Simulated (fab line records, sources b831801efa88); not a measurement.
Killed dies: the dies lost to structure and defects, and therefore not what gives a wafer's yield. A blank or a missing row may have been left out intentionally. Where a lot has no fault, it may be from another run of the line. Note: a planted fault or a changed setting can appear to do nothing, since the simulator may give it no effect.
Problem report, 8D (eight disciplines) form, completed by code ; flow sky130 ; the parts of the form that need people (team, actions taken, sign-off) are left out

## 1. THE ISSUE
Mean of rf-fwd-power-W at SKY_PAD_OPEN_ETCH_07: 667.9 W across 6 wafers in 2 lots; on wafers with no fault it is 796.0 W (standard deviation 2.4). Relative to the usual mean, that is a shift of -53 standard deviations.
The step: etches the open film in CF4/O2, stops on AlCu, target depth 725 nm, time 161.1 s.
Earliest sighting: wafer L311.1 on rie-diel-03 at day 49 06:52. The record has a number at this step for 36 wafers belonging to 12 lots. The rule behind "out" and "out of limits": a value lying over 4 standard deviations away from the usual mean. The other wafers with a number count as sound.

## 2. WHAT IT IS AND WHAT IT IS NOT
question;is;is not
which readings at this step;rf-fwd-power-W, oes-product-au;drypump-motor-current-A
which lots;L311, L312;L297, L298, L299, L300, L303, L306, L307, L308, L310, L318
which wafers of those lots;all that have a number;-
read on which tools;rie-diel-03;rie-diel-01, rie-diel-04
when;from day 49 06:52;"up to then (27 sound wafers); but 3 sound wafers of L318 came after"

## 3. THE SUSPECTS, EACH WITH WHAT RULES IT OUT
Counting: any tool at a process step up to the reading is kept as a suspect provided that every lot that is out went through it and no sound lot did after the first of them.
- rie-diel-03 at SKY_PAD_OPEN_ETCH_07 (etches the open film in CF4/O2, stops on AlCu, target depth 725 nm, time 161.1 s): kept. All lots that are out passed through it, beginning with L311 at day 49 06:52, and no sound lot followed; its final sound lot before that point was L306 at day 48 06:50. Out on those wafers are its own readings of oes-product-au, rf-fwd-power-W.
Remaining after the count: rie-diel-03 at SKY_PAD_OPEN_ETCH_07.

## 4. THE CAUSE (what the simulator had put in)
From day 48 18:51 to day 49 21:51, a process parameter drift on rie-diel-03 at SKY_PAD_OPEN_ETCH_07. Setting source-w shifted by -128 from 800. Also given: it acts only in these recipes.
This tool alone remained once counting was done.

## 5. SEQUENCE OF EFFECTS, ordered by route
Each row: a reading whose mean over the struck wafers that have a number lies more than 3 standard deviations from the usual. Only readings whose record carries a usual standard deviation are examined. hours: median over the lots of the time between each lot's start at the first step of this table that gives one and its start at this step. sigmas: the change, counted in usual standard deviations.
hours;step;reading;usual;on struck wafers;change;sigmas
0;SKY_PAD_OPEN_ETCH_07;oes-product-au;0.978 a.u.;0.916;-0.062;-9.1
0;SKY_PAD_OPEN_ETCH_07;rf-fwd-power-W;796.0 W;667.9;-128.1;-53
Here are the process steps it includes:
- SKY_PAD_OPEN_ETCH_07: etches the open film in CF4/O2, stops on AlCu, target depth 725 nm, time 161.1 s.

## 6. WHAT WOULD HAVE CAUGHT IT SOONER
In this record the first reading out of limits was taken at day 49 06:52, 12 hours after the fault began at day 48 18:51.
